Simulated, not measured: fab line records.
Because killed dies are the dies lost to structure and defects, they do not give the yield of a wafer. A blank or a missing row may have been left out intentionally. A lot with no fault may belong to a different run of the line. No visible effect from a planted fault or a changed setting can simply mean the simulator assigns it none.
A struck lot beside a sound one -- flow gf180mcu -- 13 out of 602 route steps
Sound: the wafers L389.1, L389.2, L389.4. The struck wafers were L394.1, L394.2, L394.4. The cause comes at the end.
At each step with rows: each side's tool, then ch and its chambers, then its first start. Under that, the readings that differ: sound wafers -- struck wafers -- difference of the means -- sigmas: that difference in standard deviations of wafers without a fault.
alike: a reading whose means differ by less than 2 such deviations, as well as words and numbers matching on both sides. not compared: withheld readings; readings where some wafer has no value; bounds like >300 that might hide an equal value; numbers whose values overlap and for which the record gives no deviation.
The two part at a step that has a row with sigmas, a row that says differs or no value, or rows on one side only. Numbers that have no deviation but don't overlap get no sigmas and don't part them. A reading that every wafer of one side lacks parts them only if that side has two wafers or more.

GF_STI_BOW_MEAS_00:
  struck on film metro-04, day 4 18:00; sound on film metro-04, day 3 17:00
  alike: INCOMING_BOW
then, 1 step without rows for these wafers: GF_STI_OXIDATION_01 (stabilise 600 s, purge 300 s, target thk 10 nm).
GF_STI_THK_MEAS_02:
  struck on film metro-04, day 4 19:31; sound on film metro-03, day 3 21:10
  alike: STI_OXIDATION_THK
then, 1 step without rows for these wafers: GF_STI_CVD_03 (deposits Si3N4 from DCS/NH3, target thk 207.16 nm, time 3551 s).
GF_STI_THK_MEAS_04:
  struck on film metro-01, day 4 22:33; sound on film metro-01, day 3 23:13
  alike: STI_CVD_03_THK
then, 5 steps without rows for these wafers: GF_STI_DEHYDRATE_05 (time 60 s); GF_STI_HMDS_06 (prime time 60 s); GF_STI_COAT_07 (resist thk 700 nm); GF_STI_SOFTBAKE_08 (time 60 s); GF_STI_EXPOSE_09 (exposes mask COMP, target cd 220 nm).
GF_STI_PEB_10: peb time 90 s.
  sound on litho track-04 ch 0, day 4 11:50; struck on litho track-03 ch 0, day 5 12:06
reading,sound,struck,difference,sigmas
heater power total W (W),85.61 85.58 85.53,87.84 87.99 87.95,+2.35,+27
then, 1 step without rows for these wafers: GF_STI_DEVELOP_11 (develop time 60 s).
GF_PASSIVATION_PROBE_99:
  rows exist in the record for the sound wafers here (prober-02, day 32 06:22), none for the struck ones

WHERE THEY PART
At GF_STI_PEB_10 first; at GF_PASSIVATION_PROBE_99 last (within this record only).

WHY: the cause the simulator had injected
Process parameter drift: litho track-03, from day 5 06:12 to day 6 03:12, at GF_STI_PEB_10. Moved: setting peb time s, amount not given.
